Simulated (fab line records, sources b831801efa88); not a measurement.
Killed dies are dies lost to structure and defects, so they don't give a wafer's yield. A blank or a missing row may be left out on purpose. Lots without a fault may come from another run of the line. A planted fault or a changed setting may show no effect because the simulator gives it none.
A struck lot beside a sound one | flow gf180mcu | 30 steps out of a route of 602
Sound: wafers L824.2, L824.3, L824.6. Struck: wafer L815.5. (L815.2, L815.6 of the same lot were not struck and are left out.) The cause comes at the end.
At each step with rows: each side's tool, then ch and its chambers, then its first start. Under that, the readings that differ: sound wafers | struck wafers | difference of the means | sigmas: that difference in standard deviations of wafers without a fault.
alike: readings whose means differ by less than 2 such deviations, and words and numbers that are the same on both sides. not compared: withheld readings, readings that some wafer has no value for, bounds like >300 that may hide the same value, and numbers for which the record gives no deviation and whose values overlap.
The two part at a step that has a row with sigmas, a row that says differs or no value, or rows on one side only. Numbers that don't overlap but have no deviation are shown without sigmas and don't part them. A reading that every wafer of one side lacks parts them only if that side has two wafers or more.

first, 3 steps without rows for these wafers: GF_PSD_EXPOSE_04 (exposes mask Pplus, target cd 400 nm); GF_PSD_PEB_05; GF_PSD_DEVELOP_06 (develop time 60 s).
GF_PSD_CD_MEAS_07: target cd 400 nm.
  sound on cd_sem-02, day 19 03:00; struck on cd_sem-02, day 15 20:28
  alike: cd_nm
GF_PSD_OVL_MEAS_08:
  sound on overlay-02, day 19 03:06; struck on overlay-02, day 15 20:34
  alike: PSD_OVL
then, 1 step without rows for these wafers: GF_PSD_IMPLANT_09.
GF_PSD_STRIP_10: strips in O2/N2.
  sound on plasma_asher-03 ch 1, day 19 03:17; struck on plasma_asher-01 ch 1, day 15 20:44
  reading                     | sound       | struck | difference | sigmas
  drypump_motor_current_A (A) | 6.0 6.1 6.0 | 5.0    | -1.0       | -2
  alike: heater_power_w, oes_product_au, strip_time_to_endpoint_s
  not compared: rf_hours_counter_h
GF_PSD_TW_MEAS_11:
  sound on film_metro-01, day 19 03:23; struck on film_metro-04, day 15 20:51
  alike: PSD_TW
then, 1 step without rows for these wafers: GF_PSD_CLEAN_12 (cleans in SC1/SC2, time 150 s).
GF_PSD_RTA_13: time 20 s.
  sound on rtp_anneal-01 ch 0, day 19 03:31; struck on rtp_anneal-02 ch 0, day 15 20:58
  alike: lamp_power_pct, wafer_temp_C_max
GF_PSD_RS_MEAS_14: measures by four-point-probe.
  sound on film_metro-03, day 19 03:36; struck on film_metro-04, day 15 21:03
  reading         | sound             | struck | difference | sigmas
  NSD_RS (ohm/sq) | 46.25 46.18 46.23 | 45.93  | -0.29      | -3
GF_PSD_RS_MEAS_15: measures by four-point-probe.
  sound on film_metro-03, day 19 03:43; struck on film_metro-04, day 15 21:10
  reading         | sound                | struck | difference | sigmas
  PSD_RS (ohm/sq) | 108.80 108.69 108.92 | 108.22 | -0.58      | -2
GF_SAB_CVD_00: deposits SiO2 from TEOS, target thk 50 nm, time 4.9302 s.
  sound on pecvd-02 ch 0,1,2, day 19 03:49; struck on pecvd-04 ch 1, day 15 21:16
  reading                              | sound             | struck | difference | sigmas
  model.SiO2_of_SAB_CVD_00.thk_nm (nm) | 50.51 50.53 49.77 | 33.53  | -16.74     |
  alike: heater_power_w
GF_SAB_THK_MEAS_01:
  sound on film_metro-04, day 19 03:51; struck on film_metro-02, day 15 21:18
  reading             | sound          | struck | difference | sigmas
  SAB_CVD_00_THK (nm) | 50.5 50.5 49.8 | 33.5   | -16.8      | -21
then, 7 steps without rows for these wafers: GF_SAB_DEHYDRATE_02 (time 60 s); GF_SAB_HMDS_03 (prime time 60 s); GF_SAB_COAT_04 (resist thk 1000 nm); GF_SAB_SOFTBAKE_05 (time 60 s); GF_SAB_EXPOSE_06 (exposes mask SAB, target cd 420 nm); GF_SAB_PEB_07; GF_SAB_DEVELOP_08 (develop time 60 s).
GF_SAB_CD_MEAS_09: target cd 420 nm.
  sound on cd_sem-02, day 20 04:48; struck on cd_sem-01, day 16 20:21
  alike: cd_nm
GF_SAB_OVL_MEAS_10:
  sound on overlay-02, day 20 04:55; struck on overlay-02, day 16 20:28
  alike: SAB_OVL
GF_SAB_ETCH_11: etches SiO2 in C4F8/O2/Ar, target depth 55 nm, time 8.5 s.
  sound on rie_diel-02 ch 0,2, day 20 04:56; struck on rie_diel-04 ch 0, day 16 20:29
  alike: oes_product_au
  not compared: rf_hours_counter_h
then, 1 step without rows for these wafers: GF_SAB_WET_ETCH_12 (etches SiO2 in dHF, target depth 22 nm, time 440 s).
GF_SAB_STRIP_13: strips in O2/N2.
  sound on plasma_asher-03 ch 0,1, day 20 05:05; struck on plasma_asher-01 ch 1, day 16 20:38
  reading                     | sound       | struck | difference | sigmas
  drypump_motor_current_A (A) | 6.1 6.1 6.0 | 5.0    | -1.1       | -2
  heater_power_w (W)          | 341 341 355 | 282    | -64        | -3
  alike: oes_product_au, strip_time_to_endpoint_s
  not compared: rf_hours_counter_h
then, 1 step without rows for these wafers: GF_SALICIDE_CLEAN_00 (cleans in SC1/SC2, time 150 s).
GF_SALICIDE_WET_ETCH_01: etches SiO2 in dHF, target depth 5 nm, time 100 s.
  sound on wet_bench-02 ch 3, day 20 05:14; struck on wet_bench-03 ch 0, day 16 20:48
  reading                              | sound             | struck | difference | sigmas
  model.SiO2_of_SAB_CVD_00.thk_nm (nm) | 39.79 39.85 39.08 | 22.83  | -16.74     |
GF_SALICIDE_SPUTTER_02: material Co, target thk 10 nm, time 20 s.
  sound on pvd_sputter-02, day 20 05:17; struck on pvd_sputter-04, day 16 20:50
  alike: throttle_valve_pct
then, 1 step without rows for these wafers: GF_PASSIVATION_PROBE_99.

WHERE THEY PART
First at GF_PSD_STRIP_10; last, within this record, at GF_SAB_STRIP_13. Later steps at which nothing parts them and some readings are alike: GF_SALICIDE_SPUTTER_02.

WHY: what the simulator had put in
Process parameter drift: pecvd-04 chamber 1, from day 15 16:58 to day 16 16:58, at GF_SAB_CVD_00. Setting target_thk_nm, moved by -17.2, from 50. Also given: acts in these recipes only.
